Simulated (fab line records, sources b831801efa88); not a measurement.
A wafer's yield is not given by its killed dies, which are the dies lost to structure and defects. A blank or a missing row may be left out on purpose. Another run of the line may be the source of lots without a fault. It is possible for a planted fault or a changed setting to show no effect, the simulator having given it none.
Chamber matching | flow sky130 | SKY_FIELD_ISO_CVD_24 on hdpcvd-01: 3 sister chambers
The step deposits SiO2, target thk 595 nm, time 99.2 s. 14 wafers are shown with their chamber, then 7 later ones without.

WAFERS PAIRED WITH THEIR CHAMBERS
wafer  | chamber | sih4_flow_sccm (sccm)
L300.3 | 1       | 60.25
L300.5 | 1       | 60.21
L300.6 | 2       | 60.19
L301.1 | 0       | 60.00
L301.3 | 1       | 60.14
L301.4 | 2       | 59.84
L303.2 | 1       | 60.12
L303.3 | 2       | 60.02
L303.4 | 0       | 60.06
L304.4 | 2       | 59.94
L304.5 | 0       | 59.78
L304.6 | 1       | 60.16
L310.3 | 2       | 59.85
L310.4 | 2       | 60.32

SIGNATURES (averages over the wafers above)
reading        | chamber 0 | chamber 1 | chamber 2 | scatter within a chamber
sih4_flow_sccm | 59.9467   | 60.1760   | 60.0267   | 0.148
Rule: a wafer's distance from a chamber is the root of the sum, over the readings, of the square of ((its reading less the chamber's mean) divided by the reading's scatter). The wafer belongs to the nearest chamber; if the next one is less than 2 further off, it can't be placed. The scatter: the root of (the sum of the squares of (reading less its chamber's mean) over the shown wafers, divided by (wafers less chambers)).

WAFERS WITH NO CHAMBER GIVEN
wafer  | sih4_flow_sccm (sccm)
L310.6 | 59.93
L315.1 | 60.06
L315.4 | 59.83
L315.6 | 60.02
L316.4 | 59.64
L316.5 | 59.81
L316.6 | 60.15

WHICH CHAMBER EACH ONE RAN IN
wafer  | from the rows above          | in truth
L310.6 | can't be placed: 0 or 2 or 1 | 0
L315.1 | can't be placed: 2 or 0 or 1 | 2
L315.4 | can't be placed: 0 or 2 or 1 | 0
L315.6 | can't be placed: 2 or 0 or 1 | 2
L316.4 | can't be placed: 0 or 2 or 1 | 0
L316.5 | can't be placed: 0 or 2 or 1 | 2
L316.6 | can't be placed: 1 or 2 or 0 | 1
Correctly placed: 0 of 7. From these rows, 7 cannot be placed; in 7 the true chamber is one of the candidates. Placed wrongly: 0.
